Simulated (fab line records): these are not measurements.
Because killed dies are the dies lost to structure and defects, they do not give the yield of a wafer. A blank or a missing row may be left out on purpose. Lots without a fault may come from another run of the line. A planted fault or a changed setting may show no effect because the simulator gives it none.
Chamber matching    flow sky130    4 sister chambers for SKY_VIA4_CMP_21 on cmp-02
The step polishes, stops on SiO2, t overpolish 25 s, target thk 0 nm. 14 wafers are shown with their chamber, then 7 later ones without.

EACH WAFER AND ITS CHAMBER
wafer   chamber  motorCurrentA (A)  timeToEndpointS (s)  overpolishRunS (s)
L738.1  3        9.0                136                  24.996
L738.3  2        9.7                140                  25.006
L738.6  2        9.5                141                  25.007
L753.2  3        8.9                124                  25.011
L753.3  0        12.3               112                  25.005
L753.6  1        11.2               113                  25.010
L754.1  2        9.9                128                  24.997
L754.2  3        9.0                125                  24.986
L754.4  1        11.0               118                  25.009
L755.2  0        12.2               114                  25.000
L755.4  3        9.1                123                  25.009
L755.6  0        12.6               114                  24.986
L756.1  0        12.6               114                  24.982
L756.3  3        8.9                123                  25.007

SIGNATURES (means of the wafers above)
reading          chamber 0  chamber 1  chamber 2  chamber 3  scatter within a chamber
motorCurrentA    12.425     11.100     9.700      8.980      0.16
timeToEndpointS  113.50     115.50     136.33     126.20     4.93
overpolishRunS   24.99325   25.00950   25.00333   25.00180   0.00933
Rule: distance of a wafer from a chamber = root of the sum over the readings of ((wafer's reading minus chamber's mean) / reading's scatter) squared. If the next closest chamber is less than 2 further off than the closest, the wafer can't be placed; otherwise it belongs to the closest. How the scatter is found: for the shown wafers, subtract from each reading the mean of its chamber, square and add these, divide the total by (wafers less chambers), then take the root.

WAFERS WITHOUT THEIR CHAMBER
wafer   motorCurrentA (A)  timeToEndpointS (s)  overpolishRunS (s)
L756.6  11.8               113                  25.004
L759.2  10.3               126                  25.005
L759.3  11.8               111                  25.004
L759.6  12.4               110                  25.020
L760.1  9.9                128                  25.005
L760.3  10.9               120                  24.999
L760.5  8.8                126                  25.008

WHICH CHAMBER EACH WENT THROUGH
wafer   from the rows above      in truth
L756.6  can't be placed: 0 or 1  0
L759.2  can't be placed: 2 or 1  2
L759.3  can't be placed: 0 or 1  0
L759.6  0                        0
L760.1  2                        2
L760.3  1                        1
L760.5  3                        3
Correct placement for 4 of the 7. Unplaceable from these rows: 3, with the true chamber sitting among the candidates in 3. Number placed wrongly: 0.
